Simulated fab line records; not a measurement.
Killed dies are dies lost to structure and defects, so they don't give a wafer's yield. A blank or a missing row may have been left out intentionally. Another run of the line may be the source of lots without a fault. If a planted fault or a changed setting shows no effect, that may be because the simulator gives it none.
Problem report in the 8D (eight disciplines) form, filled by code + flow gf180mcu + the parts of the form that need people (team, actions taken, sign-off) are left out

== 1. PROBLEM STATEMENT ==
Across 6 wafers from 2 lots, NWELL_TW at GF_NWELL_TW_MEAS_11 averages 1532, while fault-free wafers read 1574 with a standard deviation of 8.1. Measured from the usual mean, that is -5.1 standard deviations.
Seen first at day 7 14:30 on film_metro-02, wafer L919.2. The record holds 39 wafers of 13 lots with a number at this step. Rule for "out" (also "out of limits"): further than 4 standard deviations from the usual mean. Any other wafer with a number is counted as sound.

== 2. WHAT THIS IS AND IS NOT ==
| question                    | is                     | is not                                                                    |
|-----------------------------|------------------------|---------------------------------------------------------------------------|
| which readings at this step | NWELL_TW               | -                                                                         |
| which lots                  | L919, L920             | L900, L901, L902, L903, L905, L906, L907, L908, L911, L921, L922          |
| which wafers of those lots  | all that have a number | -                                                                         |
| read on which gauges        | film_metro-02          | film_metro-01, film_metro-04                                              |
| when                        | from day 7 14:30       | up to then (27 sound wafers); but 6 sound wafers of L921, L922 came after |

== 3. SUSPECTS, AND WHAT RULES EACH OUT ==
Counting: a tool at a process step up to the reading stays a suspect if it ran every lot that is out and no sound lot after the first of them.
- the gauge at GF_NWELL_TW_MEAS_11: ruled out. All the wafers that are out were read on film_metro-02, but those of them that GF_NWELL_IMPLANT_09 has rows for are out there too, on other tools.
- implanter-04 at GF_NWELL_IMPLANT_09: kept. It ran every lot that is out, first L919 (day 7 14:16), and no sound lot after that; its last sound lot up to then is L911 (day 5 19:33). On those wafers its own readings are out: dose_ions_cm2, faraday_current_uA.
Remaining after the count: implanter-04 at GF_NWELL_IMPLANT_09.

== 4. THE CAUSE (what the simulator had put in) ==
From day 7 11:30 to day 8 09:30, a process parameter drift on implanter-04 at GF_NWELL_IMPLANT_09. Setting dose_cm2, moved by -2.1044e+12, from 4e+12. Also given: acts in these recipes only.
The count eliminated every tool but this one.

== 5. THE EFFECT CHAIN, in route order ==
One row per reading whose mean, taken over the struck wafers that have a number, lies over 3 standard deviations from the usual. Only readings whose record carries a usual standard deviation are examined. hours: median over the lots of the time between each lot's start at the first step of this table that gives one and its start at this step. sigmas: the change, counted in usual standard deviations.
| hours | step                     | reading            | usual        | on struck wafers | change     | sigmas      |
|-------|--------------------------|--------------------|--------------|------------------|------------|-------------|
| 0     | GF_NWELL_IMPLANT_09      | dose_ions_cm2      | 3.999e+12    | 1.890e+12        | -2.110e+12 | -99 or more |
| 0     | GF_NWELL_IMPLANT_09      | faraday_current_uA | 22.6         | 10.6             | -12.0      | -28         |
| 0     | GF_NWELL_TW_MEAS_11      | NWELL_TW           | 1574         | 1532             | -42        | -5.1        |
| 128   | GF_VT_IMPLANT_RS_MEAS_47 | NWELL_RS           | 487.0 ohm/sq | 531.0            | +44.0      | +37         |
Its process steps:
- GF_NWELL_IMPLANT_09
Later steps that measure or inspect, where all struck wafers having a row at the step show a number for every such reading and not one has moved that far: GF_MVPSD_OVL_MEAS_07, GF_VT_IMPLANT_OVL_MEAS_29.

== 6. WHAT WOULD HAVE CAUGHT IT SOONER ==
Counted from the fault's start at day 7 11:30, it took 3 hours until the first out-of-limits reading at a measuring or inspecting step in this record, taken at day 7 14:30.
The tool's own readings at GF_NWELL_IMPLANT_09 were out on every struck wafer that the step has a row for (dose_ions_cm2, faraday_current_uA): an alarm limit on them would have fired on the first of those.
Among the 2 lots that are out, L920 began GF_NWELL_IMPLANT_09 on implanter-04 after day 7 14:30. Had the tool been put on hold then, it would have been spared.
